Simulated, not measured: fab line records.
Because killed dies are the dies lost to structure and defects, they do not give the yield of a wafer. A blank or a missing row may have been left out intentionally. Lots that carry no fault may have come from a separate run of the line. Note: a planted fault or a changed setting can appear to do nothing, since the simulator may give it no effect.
Which of the tools did it? :: flow gf180mcu :: 13 lots, 39 wafers sampled, at 3 steps of a route of 602

## WHAT THE GAUGES SHOWED, per wafer
GF_MIM_THK_MEAS_11: measures by xrf.
lot: L238
measured: day 24 20:05
on: film-metro-01
MIM_ALCU_THK (nm): 196.0 194.1 195.4

lot: L241
measured: day 25 19:23
on: film-metro-03
MIM_ALCU_THK (nm): 198.5 199.1 201.1

lot: L240
measured: day 25 20:04
on: film-metro-01
MIM_ALCU_THK (nm): 191.7 194.7 192.0

lot: L243
measured: day 26 13:24
on: film-metro-04
MIM_ALCU_THK (nm): 200.3 200.9 197.3

lot: L244
measured: day 26 15:16
on: film-metro-04
MIM_ALCU_THK (nm): 197.4 199.7 198.6

lot: L245
measured: day 27 01:26
on: film-metro-01
MIM_ALCU_THK (nm): 201.5 200.6 199.7

lot: L246
measured: day 27 06:08
on: film-metro-03
MIM_ALCU_THK (nm): 199.9 198.2 197.5

lot: L247
measured: day 27 12:31
on: film-metro-04
MIM_ALCU_THK (nm): 193.8 192.7 192.0

lot: L250
measured: day 28 09:09
on: film-metro-03
MIM_ALCU_THK (nm): 198.7 199.6 199.3

lot: L251
measured: day 28 17:52
on: film-metro-03
MIM_ALCU_THK (nm): 199.1 197.5 196.5

lot: L253
measured: day 29 03:16
on: film-metro-03
MIM_ALCU_THK (nm): 199.9 197.3 198.6

lot: L257
measured: day 30 09:45
on: film-metro-04
MIM_ALCU_THK (nm): 196.9 197.1 197.1

lot: L261
measured: day 31 10:04
on: film-metro-04
MIM_ALCU_THK (nm): 194.2 194.0 195.0

## WHAT TOOL EACH LOT RAN ON (gives the tool, then ch and the chambers of the sampled wafers, and finally the start)
lot: L238
GF_NSD_STRIP_11: plasma-asher-04 ch 0,1, day 13 15:38
GF_V4_CMP_26: cmp-01 ch 1,2,3, day 24 19:22

lot: L241
GF_NSD_STRIP_11: plasma-asher-03 ch 0,1, day 14 15:39
GF_V4_CMP_26: cmp-02 ch 0,2,3, day 25 18:34

lot: L240
GF_NSD_STRIP_11: plasma-asher-04 ch 0,1, day 14 16:14
GF_V4_CMP_26: cmp-01 ch 0,2,3, day 25 19:16

lot: L243
GF_NSD_STRIP_11: plasma-asher-02 ch 0,1, day 15 10:47
GF_V4_CMP_26: cmp-02 ch 0,1,3, day 26 12:41

lot: L244
GF_NSD_STRIP_11: plasma-asher-03 ch 0,1, day 15 11:04
GF_V4_CMP_26: cmp-02 ch 2,3, day 26 14:26

lot: L245
GF_NSD_STRIP_11: plasma-asher-04 ch 0, day 15 21:04
GF_V4_CMP_26: cmp-02 ch 2,3, day 27 00:35

lot: L246
GF_NSD_STRIP_11: plasma-asher-04 ch 0,1, day 16 01:56
GF_V4_CMP_26: cmp-01 ch 0,1,2, day 27 05:20

lot: L247
GF_NSD_STRIP_11: plasma-asher-02 ch 0,1, day 16 10:38
GF_V4_CMP_26: cmp-01 ch 0,2,3, day 27 11:43

lot: L250
GF_NSD_STRIP_11: plasma-asher-04 ch 0, day 17 08:37
GF_V4_CMP_26: cmp-01 ch 1,2,3, day 28 08:19

lot: L251
GF_NSD_STRIP_11: plasma-asher-04 ch 0,1, day 17 20:43
GF_V4_CMP_26: cmp-02 ch 0,1,2, day 28 17:02

lot: L253
GF_NSD_STRIP_11: plasma-asher-04 ch 0,1, day 18 09:08
GF_V4_CMP_26: cmp-02 ch 1,2,3, day 29 02:28

lot: L257
GF_NSD_STRIP_11: plasma-asher-04 ch 0,1, day 19 20:14
GF_V4_CMP_26: cmp-02 ch 1,2, day 30 08:55

lot: L261
GF_NSD_STRIP_11: plasma-asher-02 ch 0,1, day 21 08:05
GF_V4_CMP_26: cmp-02 ch 0,2,3, day 31 09:17
- GF_NSD_STRIP_11: strips in O2/N2.
- GF_V4_CMP_26: polishes, stops on SiO2, t overpolish 15 s, target thk 0 nm.

## WHAT THE TOOLS THEMSELVES READ (means of the sampled wafers that have a number; where no wafer has one, the mark that the record gives instead)
GF_NSD_STRIP_11.
lot: L238
tool: plasma-asher-04
drypump-motor-current-A (A): 5.1
heater-power-w (W): 352
o2-flow-sccm (sccm): 3005
oes-product-au (a.u.): 0.490
strip-time-to-endpoint-s (s): 22.93

lot: L241
tool: plasma-asher-03
drypump-motor-current-A (A): 5.8
heater-power-w (W): 343
o2-flow-sccm (sccm): 3013
oes-product-au (a.u.): 0.484
strip-time-to-endpoint-s (s): 22.95

lot: L240
tool: plasma-asher-04
drypump-motor-current-A (A): 5.1
heater-power-w (W): 355
o2-flow-sccm (sccm): 2995
oes-product-au (a.u.): 0.482
strip-time-to-endpoint-s (s): 22.99

lot: L243
tool: plasma-asher-02
drypump-motor-current-A (A): 6.0
heater-power-w (W): 349
o2-flow-sccm (sccm): 3001
oes-product-au (a.u.): 0.487
strip-time-to-endpoint-s (s): 22.97

lot: L244
tool: plasma-asher-03
drypump-motor-current-A (A): 5.8
heater-power-w (W): 352
o2-flow-sccm (sccm): 3006
oes-product-au (a.u.): 0.486
strip-time-to-endpoint-s (s): 22.97

lot: L245
tool: plasma-asher-04
drypump-motor-current-A (A): 4.8
heater-power-w (W): 342
o2-flow-sccm (sccm): 3011
oes-product-au (a.u.): 0.491
strip-time-to-endpoint-s (s): 22.95

lot: L246
tool: plasma-asher-04
drypump-motor-current-A (A): 5.1
heater-power-w (W): 357
o2-flow-sccm (sccm): 3000
oes-product-au (a.u.): 0.488
strip-time-to-endpoint-s (s): 22.94

lot: L247
tool: plasma-asher-02
drypump-motor-current-A (A): 5.8
heater-power-w (W): 355
o2-flow-sccm (sccm): 2995
oes-product-au (a.u.): 0.482
strip-time-to-endpoint-s (s): 22.95

lot: L250
tool: plasma-asher-04
drypump-motor-current-A (A): 4.8
heater-power-w (W): 334
o2-flow-sccm (sccm): 3001
oes-product-au (a.u.): 0.489
strip-time-to-endpoint-s (s): 22.94

lot: L251
tool: plasma-asher-04
drypump-motor-current-A (A): 5.4
heater-power-w (W): 374
o2-flow-sccm (sccm): 3000
oes-product-au (a.u.): 0.484
strip-time-to-endpoint-s (s): 22.96

lot: L253
tool: plasma-asher-04
drypump-motor-current-A (A): 5.4
heater-power-w (W): 374
o2-flow-sccm (sccm): 2990
oes-product-au (a.u.): 0.483
strip-time-to-endpoint-s (s): 22.95

lot: L257
tool: plasma-asher-04
drypump-motor-current-A (A): 5.4
heater-power-w (W): 374
o2-flow-sccm (sccm): 3000
oes-product-au (a.u.): 0.488
strip-time-to-endpoint-s (s): 22.98

lot: L261
tool: plasma-asher-02
drypump-motor-current-A (A): 5.8
heater-power-w (W): 359
o2-flow-sccm (sccm): 3008
oes-product-au (a.u.): 0.484
strip-time-to-endpoint-s (s): 22.96

GF_V4_CMP_26.
lot: L238
tool: cmp-01
motor-current-A (A): 10.6
overpolish-run-s (s): 14.990
time-to-endpoint-s (s): 80

lot: L241
tool: cmp-02
motor-current-A (A): 10.5
overpolish-run-s (s): 14.996
time-to-endpoint-s (s): 83

lot: L240
tool: cmp-01
motor-current-A (A): 11.1
overpolish-run-s (s): 15.007
time-to-endpoint-s (s): 84

lot: L243
tool: cmp-02
motor-current-A (A): 10.3
overpolish-run-s (s): 14.993
time-to-endpoint-s (s): 87

lot: L244
tool: cmp-02
motor-current-A (A): 10.7
overpolish-run-s (s): 15.003
time-to-endpoint-s (s): 83

lot: L245
tool: cmp-02
motor-current-A (A): 10.8
overpolish-run-s (s): 14.994
time-to-endpoint-s (s): 82

lot: L246
tool: cmp-01
motor-current-A (A): 10.8
overpolish-run-s (s): 15.000
time-to-endpoint-s (s): 87

lot: L247
tool: cmp-01
motor-current-A (A): 10.9
overpolish-run-s (s): 14.995
time-to-endpoint-s (s): 85

lot: L250
tool: cmp-01
motor-current-A (A): 10.7
overpolish-run-s (s): 14.999
time-to-endpoint-s (s): 82

lot: L251
tool: cmp-02
motor-current-A (A): 10.7
overpolish-run-s (s): 14.999
time-to-endpoint-s (s): 89

lot: L253
tool: cmp-02
motor-current-A (A): 11.0
overpolish-run-s (s): 14.997
time-to-endpoint-s (s): 85

lot: L257
tool: cmp-02
motor-current-A (A): 10.9
overpolish-run-s (s): 14.988
time-to-endpoint-s (s): 87

lot: L261
tool: cmp-02
motor-current-A (A): 10.8
overpolish-run-s (s): 15.003
time-to-endpoint-s (s): 86

## THE ANSWER, worked out from the rows above alone
Rule: the usual values come from the lots themselves. Put in order of their means at a reading, lots are off if they are a third of the lots or fewer, leave a main group of 4 or more, and stand apart from it by a gap of 3 or more times the standard deviation of the main group's means; of several such gaps the widest counts. Not used: any main group whose means are identical at the precision the tables above print for the reading. A lot without any number at a reading at which 4 lots or more have one is off too. Where the step has rows for the other lots, those lots are counted as sound. Order of review: gauges by route order, followed by the tools' own readings, for which a lot's mean as printed above is used. The first step at which some lot is off is used, and at that step the reading that is off furthest; a lot without a number counts as furthest.
No lot is off on any of the readings shown, so nothing can be concluded from this.

## WHAT HAD BEEN PUT IN BY THE SIMULATOR
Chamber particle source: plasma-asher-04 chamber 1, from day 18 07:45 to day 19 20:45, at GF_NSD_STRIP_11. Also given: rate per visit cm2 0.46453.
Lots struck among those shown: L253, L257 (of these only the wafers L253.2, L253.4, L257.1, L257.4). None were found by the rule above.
